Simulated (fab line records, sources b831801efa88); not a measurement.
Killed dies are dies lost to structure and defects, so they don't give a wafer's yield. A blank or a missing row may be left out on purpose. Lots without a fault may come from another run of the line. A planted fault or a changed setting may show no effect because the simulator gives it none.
Chamber matching | flow gf180mcu | GF_V5_ETCH_16 on rie_diel-04: 3 sister chambers
The step etches BARC in N2/H2. 14 wafers are shown with their chamber, then 6 later ones without.

WAFERS WITH THEIR CHAMBER
wafer  | chamber | oes_product_au (a.u.) | throttle_valve_pct (%)
L614.1 | 1       | 0.846                 | 13.223
L614.5 | 0       | 0.858                 | 13.228
L614.6 | 1       | 0.853                 | 13.235
L617.1 | 0       | 0.850                 | 13.224
L617.2 | 2       | 0.848                 | 13.233
L617.4 | 1       | 0.855                 | 13.227
L620.3 | 0       | 0.857                 | 13.229
L620.4 | 1       | 0.852                 | 13.222
L620.6 | 2       | 0.856                 | 13.223
L622.2 | 0       | 0.851                 | 13.229
L622.3 | 1       | 0.848                 | 13.227
L622.4 | 0       | 0.857                 | 13.236
L632.3 | 2       | 0.852                 | 13.223
L632.5 | 1       | 0.848                 | 13.218

SIGNATURES (means of the wafers above)
reading            | chamber 0 | chamber 1 | chamber 2 | scatter within a chamber
oes_product_au     | 0.85460   | 0.85033   | 0.85200   | 0.0037
throttle_valve_pct | 13.22920  | 13.22533  | 13.22633  | 0.00532
Rule: a wafer's distance from a chamber is the root of the sum, over the readings, of the square of ((its reading less the chamber's mean) divided by the reading's scatter). The wafer belongs to the nearest chamber; if the next one is less than 2 further off, it can't be placed. The scatter: the root of (the sum of the squares of (reading less its chamber's mean) over the shown wafers, divided by (wafers less chambers)).

WAFERS WITHOUT THEIR CHAMBER
wafer  | oes_product_au (a.u.) | throttle_valve_pct (%)
L632.6 | 0.858                 | 13.222
L631.2 | 0.852                 | 13.236
L631.5 | 0.847                 | 13.221
L631.6 | 0.848                 | 13.216
L634.1 | 0.853                 | 13.226
L634.3 | 0.855                 | 13.215

WHICH CHAMBER EACH WENT THROUGH
wafer  | from the rows above          | in truth
L632.6 | can't be placed: 0 or 2 or 1 | 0
L631.2 | can't be placed: 0 or 2 or 1 | 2
L631.5 | can't be placed: 1 or 2 or 0 | 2
L631.6 | can't be placed: 1 or 2 or 0 | 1
L634.1 | can't be placed: 2 or 1 or 0 | 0
L634.3 | can't be placed: 2 or 1 or 0 | 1
Placed correctly: 0 of 6. Can't be placed from these rows: 6 (the true chamber is among the candidates in 6). Placed wrongly: 0.
